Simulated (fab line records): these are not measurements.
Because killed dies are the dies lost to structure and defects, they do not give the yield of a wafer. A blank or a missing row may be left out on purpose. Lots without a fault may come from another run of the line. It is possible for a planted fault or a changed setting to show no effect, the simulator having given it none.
Struck lot and sound lot, side by side | flow sky130 | 17 out of 708 route steps
Sound: the wafers L590.2, L590.3, L590.4. The struck wafers were L597.1, L597.2, L597.4. The cause is given at the end.
For every step that has rows: the tool of each side, followed by ch and its chambers, followed by its first start. Under that, the readings that differ: sound wafers | struck wafers | difference of the means | sigmas: that difference in standard deviations of wafers without a fault.
alike: readings with means less than 2 such deviations apart, plus words and numbers identical on both sides. not compared: withheld readings, readings lacking a value on some wafer, bounds such as >300 that could conceal the same value, and numbers that have no deviation in the record and whose values overlap.
The two part at a step that has a row with sigmas, a row that says differs or no value, or rows on one side only. When numbers do not overlap yet have no deviation, they are printed without sigmas and do not part them. A reading missing from all wafers of one side parts the sides only when that side holds two or more wafers.

SKY_VT_ADJUST_HVTR_OVL_MEAS_08:
  sound: overlay-02 at day 12 20:26; struck: overlay-02 at day 14 22:28
  alike: VT_ADJUST_HVTR_OVL
next, for these wafers, 1 step has no rows: SKY_VT_ADJUST_HVTR_IMPLANT_09.
SKY_VT_ADJUST_HVTR_STRIP_10: strips in O2/N2.
  sound on plasma_asher-01 ch 0,1, day 12 20:37; struck on plasma_asher-01 ch 0,1, day 14 22:40
  reading               | sound             | struck            | difference | sigmas
  oes_product_au (a.u.) | 0.714 0.708 0.710 | 0.723 0.724 0.719 | +0.011     | +3
  alike: chamber_pressure_mTorr, drypump_motor_current_A, strip_time_to_endpoint_s
  not compared: rf_hours_counter_h
SKY_VT_ADJUST_HVTR_TW_MEAS_11:
  sound: film_metro-04 at day 12 20:43; struck: film_metro-02 at day 14 22:46
  alike: VT_ADJUST_HVTR_TW
then, 7 steps without rows for these wafers: SKY_VT_ADJUST_PCH_DEHYDRATE_00 (time 60 s); SKY_VT_ADJUST_PCH_HMDS_01 (prime time 60 s); SKY_VT_ADJUST_PCH_COAT_02 (resist thk 3000 nm); SKY_VT_ADJUST_PCH_SOFTBAKE_03; SKY_VT_ADJUST_PCH_EXPOSE_04 (exposes mask NWM, target cd 840 nm); SKY_VT_ADJUST_PCH_PEB_05; SKY_VT_ADJUST_PCH_DEVELOP_06 (develop time 60 s).
SKY_VT_ADJUST_PCH_OVL_MEAS_07:
  sound: overlay-02 at day 13 21:39; struck: overlay-02 at day 16 03:24
  alike: VT_ADJUST_PCH_OVL
SKY_VT_ADJUST_PCH_IMPLANT_08:
  sound on implanter-03 ch 0, day 13 21:43; struck on implanter-01 ch 0, day 16 03:45
  alike: end_station_pressure_torr
SKY_VT_ADJUST_PCH_STRIP_09: strips in O2/N2.
  sound on plasma_asher-03 ch 0,1, day 13 21:50; struck on plasma_asher-01 ch 0,1, day 16 03:54
  alike: chamber_pressure_mTorr, drypump_motor_current_A, oes_product_au, strip_time_to_endpoint_s
  not compared: rf_hours_counter_h
SKY_VT_ADJUST_PCH_TW_MEAS_10:
  sound: film_metro-02 at day 13 21:56; struck: film_metro-04 at day 16 04:00
  reading          | sound             | struck            | difference | sigmas
  VT_ADJUST_PCH_TW | 144.0 144.6 144.3 | 172.9 173.9 173.6 | +29.2      | +21
then, 1 step without rows for these wafers: SKY_SONOS_TUNNEL_DEHYDRATE_00 (time 60 s).
-- a jump in the record: the struck wafers' starts before and after are 34 days apart (it breaks off in module SONOS_TUNNEL and resumes in module PAD_OPEN, where the first step shown is number 708 of the route) --
SKY_PAD_OPEN_PROBE_99:
  sound: prober-02 at day 49 04:56; struck: prober-01 at day 50 14:49
  reading                                | sound                         | struck                        | difference | sigmas
  killed_at_front_end                    | 28 20 31                      | 6 18 9                        | -15        | -3
  model.etest.nfet_16v.r_on_ohm_um       | 1.389e+04 1.381e+04 1.375e+04 | 1.485e+04 1.468e+04 1.476e+04 | +9.467e+02 |
  model.etest.pfet_g5v0d10v5.r_on_ohm_um | 4792 4831 4763                | 4539 4569 4551                | -242       |
  model.etest.tip_p_5v.rs_ohm_sq         | 2850 2830 2862                | 2824 2805 2816                | -32        |
  model.etest.pfet_g5v0d10v5.drive_ua_um | 336.5 338.1 342.2             | 360.7 358.8 360.8             | +21.2      |
  model.etest.pfet_01v8_lvt.drive_ua_um  | 172.1 168.4 170.4             | 186.6 186.4 190.4             | +17.5      |
  model.etest.pfet_16v.drive_ua_um       | 236.8 237.8 240.6             | 254 255.1 259.9               | +18        |
  model.etest.pfet_01v8.drive_ua_um      | 191.5 185.3 185.8             | 192.9 198.2 201.9             | +10.1      |
  alike: killed_at_M0_to_M3, killed_at_M4_up, killed_at_contacts, killed_at_other, killed_dies, killed_open, killed_short
  not compared: model.etest.tip_p.rs_ohm_sq

WHERE THEY PART
First at SKY_VT_ADJUST_HVTR_STRIP_10; last, within this record, at SKY_PAD_OPEN_PROBE_99.

WHY: the cause the simulator had injected
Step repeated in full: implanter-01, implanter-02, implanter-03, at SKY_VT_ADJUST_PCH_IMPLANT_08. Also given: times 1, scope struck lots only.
